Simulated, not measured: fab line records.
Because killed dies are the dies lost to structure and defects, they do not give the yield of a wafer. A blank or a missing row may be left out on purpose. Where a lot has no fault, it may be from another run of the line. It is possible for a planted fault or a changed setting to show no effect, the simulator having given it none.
A struck lot beside a sound one :: flow gf180mcu :: 14 steps out of a route of 602
Sound: wafers L578.1, L578.2, L578.6. Wafers struck: L587.2, L587.3, L587.6. Last of all comes the cause.
Each step with rows lists, per side, the tool, then ch with its chambers, then its first start. Under that, the readings that differ: sound wafers :: struck wafers :: difference of the means :: sigmas: that difference in standard deviations of wafers without a fault.
alike: a reading whose means differ by less than 2 such deviations, as well as words and numbers matching on both sides. not compared: withheld readings; readings where some wafer has no value; bounds like >300 that might hide an equal value; numbers whose values overlap and for which the record gives no deviation.
Wherever a step has rows on one side only, a row that says differs or no value, or a row with sigmas, the two part there. Numbers that have no deviation but don't overlap get no sigmas and don't part them. A reading that every wafer of one side lacks parts them only if that side has two wafers or more.

first, 3 steps without rows for these wafers: GF_LVPWELL_EXPOSE_04 (exposes mask LVPWELL, target cd 600 nm); GF_LVPWELL_PEB_05; GF_LVPWELL_DEVELOP_06 (develop time 60 s).
GF_LVPWELL_OVL_MEAS_07:
  sound on overlay-02 at day 5 17:10; struck on overlay-01 at day 8 04:40
  alike: LVPWELL_OVL
then, 2 steps without rows for these wafers: GF_LVPWELL_IMPLANT_08; GF_LVPWELL_IMPLANT_09.
GF_LVPWELL_STRIP_10: strips in O2/N2.
  sound on plasma_asher-04 ch 0,1, day 5 17:30; struck on plasma_asher-04 ch 0,1, day 8 05:00
  alike: drypump_motor_current_A, heater_power_w, oes_product_au, platen_temp_c, strip_time_to_endpoint_s
  not compared: rf_hours_counter_h
GF_LVPWELL_TW_MEAS_11:
  sound on film_metro-02 at day 5 17:36; struck on film_metro-01 at day 8 05:07
reading: LVPWELL_TW
sound: 574 572 573
struck: 555 552 551
difference: -20
sigmas: -2
then, 4 steps without rows for these wafers: GF_MVSD_DEHYDRATE_00 (time 60 s); GF_MVSD_HMDS_01 (prime time 60 s); GF_MVSD_COAT_02 (resist thk 3000 nm); GF_MVSD_SOFTBAKE_03.
GF_MVSD_EXPOSE_04: exposes mask MVSD, target cd 1000 nm.
  struck on iline_stepper-02, day 8 13:17; sound on iline_stepper-01 ch 0, day 6 00:19
  no value came back on the struck wafers for exposure_dose_mJ_cm2, focus_offset_nm (nm); on the sound wafers exposure_dose_mJ_cm2 reads 259.77 259.76 259.82
  alike: mask
then, 1 step without rows for these wafers: GF_MVSD_PEB_05.

WHERE THEY PART
First at GF_LVPWELL_TW_MEAS_11; last, within this record, at GF_MVSD_EXPOSE_04.

WHY: whatever the simulator had introduced
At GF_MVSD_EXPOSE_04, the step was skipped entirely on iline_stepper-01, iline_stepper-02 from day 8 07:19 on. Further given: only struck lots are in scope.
